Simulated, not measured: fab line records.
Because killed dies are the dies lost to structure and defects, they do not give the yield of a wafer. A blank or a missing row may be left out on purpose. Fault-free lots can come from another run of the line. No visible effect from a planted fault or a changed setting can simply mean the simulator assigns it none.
A struck lot beside a sound one | flow gf180mcu | 14 out of 602 route steps
Sound: the wafers L436.1, L436.3, L436.4. Struck: wafers L429.2, L429.4, L429.5. The cause is named last.
Order at every step that has rows: each side's tool, ch and its chambers, its first start. Under that, the readings that differ: sound wafers | struck wafers | difference of the means | sigmas: that difference in standard deviations of wafers without a fault.
alike: words and numbers the same on both sides, and readings whose means are apart by under 2 such deviations; not compared: readings that were withheld, readings missing a value for some wafer, numbers with overlapping values and no deviation given by the record, and bounds like >300 which may hide the same value.
A row with sigmas, a row that says differs or no value, or rows on one side alone: a step with any of these is where the two part. When numbers do not overlap yet have no deviation, they are printed without sigmas and do not part them. A reading that every wafer of one side lacks parts them only if that side has two wafers or more.

GF_PSD_STRIP_10: strips in O2/N2.
  sound on plasmaAsher-02 ch 0,1, day 20 17:43; struck on plasmaAsher-04 ch 0,1, day 18 10:36
  alike: chamberPressureMTorr, drypumpMotorCurrentA, heaterPowerW, oesProductAu, platenTempC, stripTimeToEndpointS
  not compared: rfHoursCounterH
GF_PSD_TW_MEAS_11:
  struck on filmMetro-03, day 18 10:43; sound on filmMetro-02, day 20 17:49
  alike: PSD_TW
then, 1 step without rows for these wafers: GF_PSD_CLEAN_12 (cleans in SC1/SC2, time 150 s).
GF_PSD_RTA_13: time 20 s.
  sound on rtpAnneal-01 ch 0, day 20 17:55; struck on rtpAnneal-02 ch 0, day 18 10:49
reading          | sound                | struck               | difference | sigmas
wafer_temp_C_max | 1033.4 1032.3 1034.5 | 1027.7 1028.1 1028.1 | -5.4       | -2
  alike: lampPowerPct
GF_PSD_RS_MEAS_14: measures by four-point-probe.
  struck on filmMetro-01, day 18 10:55; sound on filmMetro-01, day 20 18:01
  alike: NSD_RS
GF_PSD_RS_MEAS_15: measures by four-point-probe.
  struck on filmMetro-01, day 18 11:02; sound on filmMetro-01, day 20 18:08
  alike: PSD_RS
GF_SAB_CVD_00: deposits SiO2 from TEOS, target thk 50 nm, time 4.9302 s.
  sound on pecvd-03 ch 0,2, day 20 18:15; struck on pecvd-01 ch 0,1, day 18 11:08
  alike: heaterPowerW
GF_SAB_THK_MEAS_01:
  struck on filmMetro-04, day 18 11:11; sound on filmMetro-04, day 20 18:16
  alike: SAB_CVD_00_THK
then, 4 steps without rows for these wafers: GF_SAB_DEHYDRATE_02 (time 60 s); GF_SAB_HMDS_03 (prime time 60 s); GF_SAB_COAT_04 (resist thk 1000 nm); GF_SAB_SOFTBAKE_05 (time 60 s).
GF_SAB_EXPOSE_06: exposes mask SAB, target cd 420 nm.
  struck on ilineStepper-02, day 18 22:55; sound on ilineStepper-02 ch 0, day 21 06:50
  no value came back on the struck wafers for exposureDoseMJCm2, focusOffsetNm (nm); on the sound wafers exposureDoseMJCm2 reads 140.16 139.97 139.92
  alike: mask
after that, 1 step had no rows for these wafers: GF_SAB_PEB_07.

## WHERE THEY PART
First at GF_PSD_RTA_13; last, within this record, at GF_SAB_EXPOSE_06.

WHY: what had been put in by the simulator
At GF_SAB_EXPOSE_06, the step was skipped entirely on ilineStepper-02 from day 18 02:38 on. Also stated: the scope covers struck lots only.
